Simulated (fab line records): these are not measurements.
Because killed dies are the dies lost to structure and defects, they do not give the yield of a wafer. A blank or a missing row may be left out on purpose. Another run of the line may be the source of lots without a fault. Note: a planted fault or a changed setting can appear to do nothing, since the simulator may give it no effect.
fab line records / flow sky130
record lots=5 wafers=15 last-day=49
route steps=708 shown GATE_OXIDE@198 POLY_GATE@204 RES_PROTECT@206 LDD_N@237 PAD_OPEN@708
lots that met no fault: from a run of the same line without faults
start-h: hours from the record's first day to the start of the lot's first wafer shown / wait-h: hours elapsed since this lot's preceding step / " identical to the entry in the row above / L1.1+2: several wafers, shown together as one row / - either no value or no given start / * or withheld: withheld / < > ~ a bound
route shown NAME@n: NAME is a module with steps in the file, n the number in the route of the first one / usual: mean and standard deviation over wafers with no fault / same: alike in all rows / chamber/n: place in a boat / sites: the reading at each site / _std_site: how widely they spread, as a standard deviation / _edge_site: outer sites' mean less inner sites' / radius-mm: how far each site lies from the wafer's centre / mask NAME#n: copy n / behind: tool/chamber where the wafer was last shaped / hold: why the lot was held/for how many hours/how that ended / device: whichever transistor did not switch (one of n, p or np) / end of line: tests run on the same wafers once the route is complete / a step without rows: its recipe alone / killed: count of dies lost to structure and defects at first sort (not the wafer's yield) / map: a wafer's dies, marking killed ones x, the rest . and places with no die _
set.NAME: the setting as run; set.NAME@STEP: as run at that earlier step / model.NAME: the simulator's own value behind a step, which no gauge read
lots seen at some steps along the route; tables by step, rows by wafer
services: the hour from which a tool's chamber was out of use, counted from the record's first day as start-h (under 0 if before that day), plus the number of hours and why
## steps
# step SKY_GATE_OXIDE_IMPLANT_11
# recipe species=B energy-kev=10 dose-cm2=2.6e+12 tilt-deg=withheld
# step SKY_GATE_OXIDE_WET_ETCH_12
# recipe chemistry=dHF target-depth-nm=16.8 dry=n2-spin target=SiO2 dilution=100:1 temp-c=25 time-s=336
# step SKY_GATE_OXIDE_STRIP_13
# recipe chemistry=O2/N2 power-w=1400 pressure-mtorr=1500 platen-temp-c=withheld o2-flow-sccm=3000 n2-flow-sccm=300 overash-fraction=0.5
# step SKY_GATE_OXIDE_CLEAN_15
# recipe chemistry=SC1/SC2 mix=1:4:20 temp-c=70 time-s=150 dry=n2-spin
# step SKY_GATE_OXIDE_OXIDATION_16
# recipe temp-c=800 ambient=O2 idle-temp-c=700 ramp-up-c-per-min=10 ramp-down-c-per-min=3 stabilise-s=600 purge-s=300 target-thk-a=35.7 ox-time-s=1915
# step SKY_POLY_GATE_CVD_00
# recipe material=poly-Si target-thk-nm=180 temp-c=620 time-s=720 pressure-mtorr=200
# step SKY_RES_PROTECT_DEHYDRATE_00
# recipe temp-c=200 time-s=60
# step SKY_RES_PROTECT_HMDS_01
# recipe prime-time-s=60 prime-temp-c=120
# step SKY_RES_PROTECT_COAT_02
# recipe resist=NOVOLAK spin-rpm=3000 resist-thk-nm=1140
# step SKY_RES_PROTECT_SOFTBAKE_03
# recipe temp-c=90 time-s=60 resist=NOVOLAK
# step SKY_RES_PROTECT_EXPOSE_04
# recipe mask-id=RPM na=0.6 source-shape=conventional sigma-outer=0.6 polarization=unpolarized target-cd-nm=1270 dose-mj=131
# usual exposure-dose-mJ-cm2=131.02/0.14
lot.wafer=L598.2 tool=iline-stepper-02 chamber=0 start-h=348.14 wait-h=- mask=RPM#0 exposure-dose-mJ-cm2=131.25 model.RES_PROTECT.overlay-x-nm=0.177
lot.wafer=L598.4 tool=iline-stepper-02 chamber=0 start-h=348.14 wait-h=- mask=RPM#0 exposure-dose-mJ-cm2=131.30 model.RES_PROTECT.overlay-x-nm=0.177
lot.wafer=L598.5 tool=iline-stepper-02 chamber=0 start-h=348.14 wait-h=- mask=RPM#0 exposure-dose-mJ-cm2=131.08 model.RES_PROTECT.overlay-x-nm=0.177
lot.wafer=L599.2 tool=iline-stepper-02 chamber=0 start-h=355.46 wait-h=- mask=RPM#0 exposure-dose-mJ-cm2=131.12 model.RES_PROTECT.overlay-x-nm=244.8
lot.wafer=L599.4 tool=iline-stepper-02 chamber=0 start-h=355.46 wait-h=- mask=RPM#0 exposure-dose-mJ-cm2=131.04 model.RES_PROTECT.overlay-x-nm=244.8
lot.wafer=L599.5 tool=iline-stepper-02 chamber=0 start-h=355.46 wait-h=- mask=RPM#0 exposure-dose-mJ-cm2=131.37 model.RES_PROTECT.overlay-x-nm=244.8
lot.wafer=L600.1 tool=iline-stepper-02 chamber=0 start-h=363.34 wait-h=- mask=RPM#0 exposure-dose-mJ-cm2=131.23 model.RES_PROTECT.overlay-x-nm=243.7
lot.wafer=L600.2 tool=iline-stepper-02 chamber=0 start-h=363.34 wait-h=- mask=RPM#0 exposure-dose-mJ-cm2=131.10 model.RES_PROTECT.overlay-x-nm=243.7
lot.wafer=L600.5 tool=iline-stepper-02 chamber=0 start-h=363.34 wait-h=- mask=RPM#0 exposure-dose-mJ-cm2=131.10 model.RES_PROTECT.overlay-x-nm=243.7
lot.wafer=L604.3 tool=iline-stepper-02 chamber=0 start-h=393.33 wait-h=- mask=RPM#0 exposure-dose-mJ-cm2=131.12 model.RES_PROTECT.overlay-x-nm=243.2
lot.wafer=L604.5 tool=iline-stepper-02 chamber=0 start-h=393.33 wait-h=- mask=RPM#0 exposure-dose-mJ-cm2=131.00 model.RES_PROTECT.overlay-x-nm=243.2
lot.wafer=L604.6 tool=iline-stepper-02 chamber=0 start-h=393.33 wait-h=- mask=RPM#0 exposure-dose-mJ-cm2=131.05 model.RES_PROTECT.overlay-x-nm=243.2
lot.wafer=L615.3 tool=iline-stepper-01 chamber=0 start-h=487.83 wait-h=- mask=RPM#0 exposure-dose-mJ-cm2=130.91 model.RES_PROTECT.overlay-x-nm=-0.4811
lot.wafer=L615.5 tool=iline-stepper-01 chamber=0 start-h=487.83 wait-h=- mask=RPM#0 exposure-dose-mJ-cm2=130.93 model.RES_PROTECT.overlay-x-nm=-0.4811
lot.wafer=L615.6 tool=iline-stepper-01 chamber=0 start-h=487.83 wait-h=- mask=RPM#0 exposure-dose-mJ-cm2=130.97 model.RES_PROTECT.overlay-x-nm=-0.4811
# step SKY_RES_PROTECT_PEB_05
# recipe temp-c=withheld time-s=* resist=NOVOLAK
# step SKY_RES_PROTECT_DEVELOP_06
# recipe resist=NOVOLAK developer=TMAH develop-time-s=60 dev-temp-c=23
# step SKY_POLY_GATE_IMPLANT_02
# recipe species=P energy-kev=30 dose-cm2=7.7e+15 tilt-deg=0
# step SKY_RES_PROTECT_STRIP_07
# recipe chemistry=O2/N2 power-w=1400 pressure-mtorr=1500 platen-temp-c=withheld o2-flow-sccm=3000 n2-flow-sccm=300 overash-fraction=0.5
# step SKY_RES_PROTECT_CLEAN_09
# recipe chemistry=SC1/SC2 mix=1:4:20 temp-c=70 time-s=150 dry=n2-spin
# step SKY_POLY_GATE_CVD_03
# recipe material=Si3N4 precursor=DCS/NH3 target-thk-nm=75 temp-c=770 time-s=1290 pressure-mtorr=250
# step SKY_POLY_GATE_DEHYDRATE_05
# recipe temp-c=200 time-s=60
# step SKY_POLY_GATE_HMDS_06
# recipe prime-time-s=60 prime-temp-c=120
# step SKY_POLY_GATE_COAT_07
# recipe resist=BARC temp-c=withheld time-s=withheld spin-rpm=3000 resist-thk-nm=110
# step SKY_POLY_GATE_COAT_08
# recipe resist=KrF-thick spin-rpm=3000 resist-thk-nm=450
# step SKY_POLY_GATE_SOFTBAKE_09
# recipe temp-c=100 time-s=90 resist=KrF-thick
# step SKY_POLY_GATE_EXPOSE_10
# recipe mask-id=P1M na=0.68 source-shape=conventional sigma-outer=0.6 target-cd-nm=150 dose-mj=28
# step SKY_POLY_GATE_PEB_11
# recipe peb-temp-c=withheld peb-time-s=withheld resist=KrF-thick
# step SKY_POLY_GATE_DEVELOP_12
# recipe develop-time-s=60 resist=KrF-thick dev-temp-c=19.81
# step SKY_POLY_GATE_ETCH_15
# recipe chemistry=N2/H2 target=BARC ion-energy-ev=200 source-w=500 bias-w=100 pressure-mtorr=30 n2-flow-sccm=100 h2-flow-sccm=200 stop-on=SiO2 time-s=118.5 target-depth-a=1100
# step SKY_POLY_GATE_ETCH_16
# recipe stop-on=poly-Si chemistry=CH3F/O2 target=Si3N4 source-w=400 bias-w=80 pressure-mtorr=25 ch3f-flow-sccm=40 O2_flow_sccm=30 time-s=147.5 target-depth-a=750
# step SKY_POLY_GATE_ETCH_17
# recipe target-depth-nm=180 stop-on=SiO2 over-etch-frac=0.56667 chemistry=HBr/Cl2 target=poly-Si icp-w=400 bias-w=100 pressure-mtorr=10 HBr_flow_sccm=150 Cl2_flow_sccm=50 time-s=70.5
# step SKY_POLY_GATE_STRIP_18
# recipe chemistry=O2/N2 power-w=1400 pressure-mtorr=1500 platen-temp-c=withheld o2-flow-sccm=3000 n2-flow-sccm=300 overash-fraction=0.5
# step SKY_POLY_GATE_CLEAN_19
# recipe chemistry=SC1/SC2 mix=1:4:20 temp-c=70 time-s=150 dry=n2-spin
# step SKY_POLY_GATE_OXIDATION_20
# recipe temp-c=850 ambient=O2 stabilise-s=600 purge-s=300 target-thk-a=40 ox-time-s=899
# step SKY_LDD_N_DEHYDRATE_00
# recipe temp-c=200 time-s=60
# step SKY_LDD_N_HMDS_01
# recipe prime-time-s=60 prime-temp-c=120
# step SKY_LDD_N_COAT_02
# recipe resist=NOVOLAK spin-rpm=3000 resist-thk-nm=300
# step SKY_PAD_OPEN_PROBE_99
# usual killed_at_M0_to_M3=45/7.1 killed_at_M4_up=3.0/1.8 killed-at-contacts=24/5.4 killed-at-front-end=16/4.9 killed-at-other=0.3/0.63 killed-dies=88/11 killed-open=47/7.4 killed-short=40/7
# same gross-dies=492 killed-at-back-side=0
lot.wafer=L598.2 tool=prober-01 chamber=- start-h=1089.73 wait-h=0.1 killed_at_M0_to_M3=55 killed_at_M4_up=2 killed-at-contacts=33 killed-at-front-end=12 killed-at-other=0 killed-dies=102 killed-open=54 killed-short=48 model.etest.res-xhigh-po.line-ohm-um=5761 model.etest.res-xhigh-po.width-nm=347.5 model.etest.res-high-po.line-ohm-um=753.8 model.etest.res-high-po.width-nm=348.5
lot.wafer=L598.4 tool=prober-01 chamber=- start-h=1089.83 wait-h=0.2 killed_at_M0_to_M3=43 killed_at_M4_up=3 killed-at-contacts=24 killed-at-front-end=11 killed-at-other=0 killed-dies=81 killed-open=47 killed-short=33 model.etest.res-xhigh-po.line-ohm-um=5572 model.etest.res-xhigh-po.width-nm=354 model.etest.res-high-po.line-ohm-um=741.9 model.etest.res-high-po.width-nm=352.2
lot.wafer=L598.5 tool=prober-01 chamber=- start-h=1089.88 wait-h=0.2 killed_at_M0_to_M3=49 killed_at_M4_up=1 killed-at-contacts=28 killed-at-front-end=11 killed-at-other=0 killed-dies=89 killed-open=40 killed-short=48 model.etest.res-xhigh-po.line-ohm-um=5547 model.etest.res-xhigh-po.width-nm=351.8 model.etest.res-high-po.line-ohm-um=729.4 model.etest.res-high-po.width-nm=352.2
lot.wafer=L599.2 tool=prober-02 chamber=- start-h=1094.52 wait-h=0.1 killed_at_M0_to_M3=34 killed_at_M4_up=2 killed-at-contacts=22 killed-at-front-end=21 killed-at-other=16 killed-dies=95 killed-open=37 killed-short=42 model.etest.res-xhigh-po.line-ohm-um=1766 model.etest.res-xhigh-po.width-nm=1201 model.etest.res-high-po.line-ohm-um=562.6 model.etest.res-high-po.width-nm=476.7
lot.wafer=L599.4 tool=prober-02 chamber=- start-h=1094.62 wait-h=0.2 killed_at_M0_to_M3=42 killed_at_M4_up=2 killed-at-contacts=19 killed-at-front-end=11 killed-at-other=14 killed-dies=88 killed-open=39 killed-short=35 model.etest.res-xhigh-po.line-ohm-um=1688 model.etest.res-xhigh-po.width-nm=1255 model.etest.res-high-po.line-ohm-um=568.3 model.etest.res-high-po.width-nm=483.6
lot.wafer=L599.5 tool=prober-02 chamber=- start-h=1094.67 wait-h=0.2 killed_at_M0_to_M3=44 killed_at_M4_up=1 killed-at-contacts=9 killed-at-front-end=19 killed-at-other=12 killed-dies=85 killed-open=33 killed-short=40 model.etest.res-xhigh-po.line-ohm-um=1782 model.etest.res-xhigh-po.width-nm=1180 model.etest.res-high-po.line-ohm-um=563.7 model.etest.res-high-po.width-nm=474.8
lot.wafer=L600.1 tool=prober-01 chamber=- start-h=1100.90 wait-h=0.1 killed_at_M0_to_M3=59 killed_at_M4_up=1 killed-at-contacts=33 killed-at-front-end=20 killed-at-other=9 killed-dies=122 killed-open=58 killed-short=55 model.etest.res-xhigh-po.line-ohm-um=1634 model.etest.res-xhigh-po.width-nm=1196 model.etest.res-high-po.line-ohm-um=530.7 model.etest.res-high-po.width-nm=480.7
lot.wafer=L600.2 tool=prober-01 chamber=- start-h=1100.95 wait-h=0.1 killed_at_M0_to_M3=46 killed_at_M4_up=4 killed-at-contacts=29 killed-at-front-end=23 killed-at-other=14 killed-dies=116 killed-open=49 killed-short=52 model.etest.res-xhigh-po.line-ohm-um=1698 model.etest.res-xhigh-po.width-nm=1196 model.etest.res-high-po.line-ohm-um=547.5 model.etest.res-high-po.width-nm=478
lot.wafer=L600.5 tool=prober-01 chamber=- start-h=1101.10 wait-h=0.2 killed_at_M0_to_M3=38 killed_at_M4_up=2 killed-at-contacts=26 killed-at-front-end=27 killed-at-other=11 killed-dies=104 killed-open=46 killed-short=47 model.etest.res-xhigh-po.line-ohm-um=1733 model.etest.res-xhigh-po.width-nm=1201 model.etest.res-high-po.line-ohm-um=552.6 model.etest.res-high-po.width-nm=479.5
lot.wafer=L604.3 tool=prober-02 chamber=- start-h=1125.72 wait-h=0.2 killed_at_M0_to_M3=48 killed_at_M4_up=2 killed-at-contacts=15 killed-at-front-end=11 killed-at-other=11 killed-dies=87 killed-open=44 killed-short=33 model.etest.res-xhigh-po.line-ohm-um=1678 model.etest.res-xhigh-po.width-nm=1178 model.etest.res-high-po.line-ohm-um=553.2 model.etest.res-high-po.width-nm=474.4
lot.wafer=L604.5 tool=prober-02 chamber=- start-h=1125.82 wait-h=0.2 killed_at_M0_to_M3=41 killed_at_M4_up=1 killed-at-contacts=24 killed-at-front-end=11 killed-at-other=12 killed-dies=89 killed-open=32 killed-short=46 model.etest.res-xhigh-po.line-ohm-um=1737 model.etest.res-xhigh-po.width-nm=1182 model.etest.res-high-po.line-ohm-um=553.3 model.etest.res-high-po.width-nm=473.8
lot.wafer=L604.6 tool=prober-02 chamber=- start-h=1125.87 wait-h=0.2 killed_at_M0_to_M3=56 killed_at_M4_up=3 killed-at-contacts=22 killed-at-front-end=10 killed-at-other=18 killed-dies=109 killed-open=53 killed-short=38 model.etest.res-xhigh-po.line-ohm-um=1679 model.etest.res-xhigh-po.width-nm=1164 model.etest.res-high-po.line-ohm-um=550.6 model.etest.res-high-po.width-nm=470.2
lot.wafer=L615.3 tool=prober-02 chamber=- start-h=1182.30 wait-h=0.2 killed_at_M0_to_M3=52 killed_at_M4_up=2 killed-at-contacts=27 killed-at-front-end=18 killed-at-other=0 killed-dies=99 killed-open=45 killed-short=53 model.etest.res-xhigh-po.line-ohm-um=5667 model.etest.res-xhigh-po.width-nm=346.9 model.etest.res-high-po.line-ohm-um=751.8 model.etest.res-high-po.width-nm=345.9
lot.wafer=L615.5 tool=prober-02 chamber=- start-h=1182.40 wait-h=0.2 killed_at_M0_to_M3=42 killed_at_M4_up=4 killed-at-contacts=26 killed-at-front-end=12 killed-at-other=0 killed-dies=84 killed-open=39 killed-short=45 model.etest.res-xhigh-po.line-ohm-um=5865 model.etest.res-xhigh-po.width-nm=349.2 model.etest.res-high-po.line-ohm-um=764.6 model.etest.res-high-po.width-nm=349.2
lot.wafer=L615.6 tool=prober-02 chamber=- start-h=1182.45 wait-h=0.2 killed_at_M0_to_M3=40 killed_at_M4_up=4 killed-at-contacts=24 killed-at-front-end=26 killed-at-other=0 killed-dies=94 killed-open=58 killed-short=36 model.etest.res-xhigh-po.line-ohm-um=5636 model.etest.res-xhigh-po.width-nm=348.3 model.etest.res-high-po.line-ohm-um=738 model.etest.res-high-po.width-nm=350.8
# killed by level:class
L598.2 CONTACT:geometric-particle:open=12 VIA1:geometric-particle:open=12 VIA2:geometric-particle:open=10 METAL1:geometric-particle:short=7 CONTACT:geometric-particle:short=6 VIA3:geometric-particle:open=6 LI_CONTACT:geometric-particle:open=5 LOCAL_INTERCONNECT:geometric-particle:short=5
L598.4 VIA1:geometric-particle:open=16 CONTACT:geometric-particle:open=9 LI_CONTACT:geometric-particle:open=5 VIA1:geometric-particle:short=5 METAL2:geometric-particle:short=5 VIA3:geometric-particle:open=5 POLY_GATE:geometric-particle:open=3 LOCAL_INTERCONNECT:geometric-particle:short=3
L598.5 VIA2:geometric-particle:open=9 METAL2:geometric-particle:short=9 VIA3:geometric-particle:open=8 LOCAL_INTERCONNECT:geometric-particle:short=7 CONTACT:geometric-particle:open=7 CONTACT:geometric-particle:short=7 VIA1:geometric-particle:open=6 METAL1:geometric-particle:short=5
L599.2 RES_PROTECT:overlay=16 LI_CONTACT:geometric-particle:open=8 LOCAL_INTERCONNECT:geometric-particle:short=7 POLY_GATE:geometric-particle:open=6 VIA2:geometric-particle:open=6 VIA3:geometric-particle:short=5 VIA1:geometric-particle:short=5 FIELD_ISO:geometric-particle:short=4
L599.4 RES_PROTECT:overlay=14 VIA1:geometric-particle:open=10 VIA3:geometric-particle:open=8 CONTACT:geometric-particle:open=6 METAL1:geometric-particle:short=6 METAL2:geometric-particle:short=6 LI_CONTACT:geometric-particle:open=5 POLY_GATE:geometric-particle:open=4
L599.5 RES_PROTECT:overlay=12 METAL1:geometric-particle:short=7 VIA1:geometric-particle:open=6 VIA1:geometric-particle:short=6 VIA2:geometric-particle:open=6 POLY_GATE:geometric-particle:short=5 VIA2:geometric-particle:short=5 POLY_GATE:geometric-particle:open=4
L600.1 VIA1:geometric-particle:open=12 LI_CONTACT:geometric-particle:open=11 CONTACT:geometric-particle:open=11 VIA1:geometric-particle:short=9 METAL2:geometric-particle:short=9 RES_PROTECT:overlay=9 VIA2:geometric-particle:open=8 CONTACT:geometric-particle:short=7
L600.2 RES_PROTECT:overlay=14 CONTACT:geometric-particle:open=13 METAL1:geometric-particle:short=7 VIA1:geometric-particle:open=7 FIELD_ISO:geometric-particle:open=6 LOCAL_INTERCONNECT:geometric-particle:short=6 VIA1:geometric-particle:short=6 VIA3:geometric-particle:open=6
L600.5 RES_PROTECT:overlay=10 FIELD_ISO:geometric-particle:short=9 CONTACT:geometric-particle:open=8 LI_CONTACT:geometric-particle:open=7 VIA1:geometric-particle:open=7 FIELD_ISO:geometric-particle:open=6 VIA1:geometric-particle:short=6 POLY_GATE:geometric-particle:open=5
L604.3 VIA1:geometric-particle:open=11 RES_PROTECT:overlay=10 VIA3:geometric-particle:open=9 VIA2:geometric-particle:open=7 METAL2:geometric-particle:short=6 CONTACT:geometric-particle:short=5 CONTACT:geometric-particle:open=4 METAL1:geometric-particle:short=4
L604.5 METAL1:geometric-particle:short=11 RES_PROTECT:overlay=11 CONTACT:geometric-particle:open=8 LI_CONTACT:geometric-particle:open=7 VIA1:geometric-particle:open=6 VIA1:geometric-particle:short=5 METAL2:geometric-particle:short=5 VIA3:geometric-particle:open=5
L604.6 RES_PROTECT:overlay=18 VIA1:geometric-particle:open=11 CONTACT:geometric-particle:open=10 LI_CONTACT:geometric-particle:open=7 VIA3:geometric-particle:open=7 METAL1:geometric-particle:short=7 METAL2:geometric-particle:short=7 VIA2:geometric-particle:open=6
L615.3 VIA1:geometric-particle:open=10 METAL1:geometric-particle:short=9 CONTACT:geometric-particle:short=8 VIA3:geometric-particle:open=6 CONTACT:geometric-particle:open=6 VIA1:geometric-particle:short=6 LI_CONTACT:geometric-particle:open=5 VIA3:geometric-particle:short=5
L615.5 VIA1:geometric-particle:open=12 CONTACT:geometric-particle:open=7 VIA2:geometric-particle:open=7 CONTACT:geometric-particle:short=6 METAL1:geometric-particle:short=6 VIA1:geometric-particle:short=6 FIELD_ISO:geometric-particle:short=5 LI_CONTACT:geometric-particle:open=5
L615.6 LI_CONTACT:geometric-particle:open=8 CONTACT:geometric-particle:open=8 VIA1:geometric-particle:open=8 POLY_GATE:geometric-particle:open=7 METAL2:geometric-particle:open=6 METAL2:geometric-particle:short=6 FIELD_ISO:geometric-particle:open=5 VIA1:geometric-particle:short=5
# map L599.2 (x killed, . not)
__________...x.....x_________
________......x.x....._______
______x...xxx....x......_____
_____....xx......x.......____
____.....x.......x.xx.....___
___...........x...x..x.....__
__x...x....x................_
_.x...x......x..x.xx.....x...
_x.x.x.x..x.............x....
_....x......x.....xx.........
_..x.....xx.....xx...xx......
_x.x..x.x.............x.x..x.
_x....x.x...........x.......x
_x..x.x......xx.......x......
_.x.....x.x......xx..xx.x....
__...x...........x.........._
___xx.x....x.....x.........__
____x...xx......x....x....___
_____...x........x.......____
______.............x.xx._____
________x.......xxx..._______
__________...x....x._________
# map L600.1 (x killed, . not)
__________......x..._________
________.......x......_______
______xxx......x......x._____
_____.....xx.x.x...xx...x____
____x.x.x..x.x........x...___
___.......x...xx..........x__
__.x.x.....x.x.....x..x...x._
_.........x.........x...x...x
_.xx....x.x.x.xx.xx.x.x.x...x
_..x.x....x.....x.x..x......x
_.x...x.x..xx....x.....x.....
_.......x..x.x....xxx.xx...x.
_..x..xx...x......xx.x..xx...
_..x.......xx....xxx....x....
_..x......x..............x...
__.....x.........x..x.x....._
___xxx....x..........x..x.x__
____....x......xx..x..x...___
_____x..x.x.x.xxxx.....x.____
______x........xx....x.._____
________....x..x..x..._______
__________.........._________
## services
tool=iline-stepper-01 chamber=- start-h=335.69 hours=1.7 kind=pm
tool=iline-stepper-01 chamber=- start-h=340.03 hours=11.2 kind=repair
tool=iline-stepper-01 chamber=0 start-h=376.46 hours=- kind=calibration
tool=iline-stepper-02 chamber=- start-h=406.20 hours=9.3 kind=repair
tool=iline-stepper-01 chamber=- start-h=476.21 hours=6.8 kind=repair
## key
first-sign step=SKY_PAD_OPEN_PROBE_99 reading=killed-at-other direction=up sigmas=13 usual=0.3 struck=13
effect none on later readings
model-effect step=SKY_RES_PROTECT_EXPOSE_04 value=RES_PROTECT.overlay-x-nm without=-0.3531 struck=243.9
model-effect step=SKY_PAD_OPEN_PROBE_99 value=etest.res-xhigh-po.line-ohm-um without=5839 struck=1711
met-at SKY_RES_PROTECT_EXPOSE_04
struck-wafers L599.2,L599.4,L599.5,L600.1,L600.2,L600.5,L604.3,L604.5,L604.6
tester-left-out L599,L600,L604
onset-between 348.14 355.46
fault kind=scanner-matching-overlay tool=iline-stepper-02 chamber=- onset-h=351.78 steps=SKY_RES_PROTECT_EXPOSE_04 offset=244.25
# tester-left-out: of these lots the tester's yield and bins aren't shown, on N5 and GAA mostly nor the transistor test; their killed dies are dies lost to structure and defects alone, not to doping, threshold or leakage, so they don't give the yield
